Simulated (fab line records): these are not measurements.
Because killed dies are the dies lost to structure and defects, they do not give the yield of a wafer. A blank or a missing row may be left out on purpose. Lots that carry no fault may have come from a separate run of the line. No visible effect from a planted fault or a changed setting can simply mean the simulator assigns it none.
Matching of chambers -- flow gf180mcu -- cmp-01 running GF_V3_CMP_04: 4 sister chambers
The step polishes SiO2. 8 wafers are shown with their chamber, then 8 later ones without.

== WAFERS WITH THEIR CHAMBER ==
wafer,chamber,motor current A (A),time to endpoint s (s)
L833.1,3,12.2,81
L834.3,1,12.3,75
L837.2,1,12.2,79
L837.3,2,13.7,77
L838.2,0,11.5,82
L838.4,3,12.2,84
L838.5,2,14.7,84
L842.5,0,11.6,83

== WAFERS WITH NO CHAMBER GIVEN ==
wafer,motor current A (A),time to endpoint s (s)
L842.6,12.6,101
L843.5,11.8,88
L851.1,14.4,76
L851.4,11.2,88
L851.5,12.8,78
L852.2,12.5,80
L852.5,12.2,85
L852.6,11.8,89

== WHICH CHAMBER EACH ONE RAN IN ==
wafer,from the rows above,in truth
L842.6,can't be placed: 3 or 0 or 1 or 2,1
L843.5,can't be placed: 0 or 3 or 1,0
L851.1,2,2
L851.4,can't be placed: 0 or 3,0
L851.5,can't be placed: 1 or 3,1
L852.2,can't be placed: 3 or 1 or 0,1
L852.5,can't be placed: 3 or 0 or 1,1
L852.6,can't be placed: 0 or 3 or 1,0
1 of 8 placed correctly. Can't be placed from these rows: 7 (the true chamber is among the candidates in 7). 0 placed wrongly.
How it was worked out, from the rows above alone: a wafer's distance from a chamber is the root of the sum, over the readings, of the square of ((its reading less the chamber's mean) divided by the reading's scatter). The wafer belongs to the nearest chamber; if the next one is less than 2 further off, it can't be placed. Each chamber's mean is taken over the wafers shown for it. The scatter is the square root of a quotient: the sum, over the shown wafers, of each reading's squared deviation from its chamber's mean, divided by wafers minus chambers.
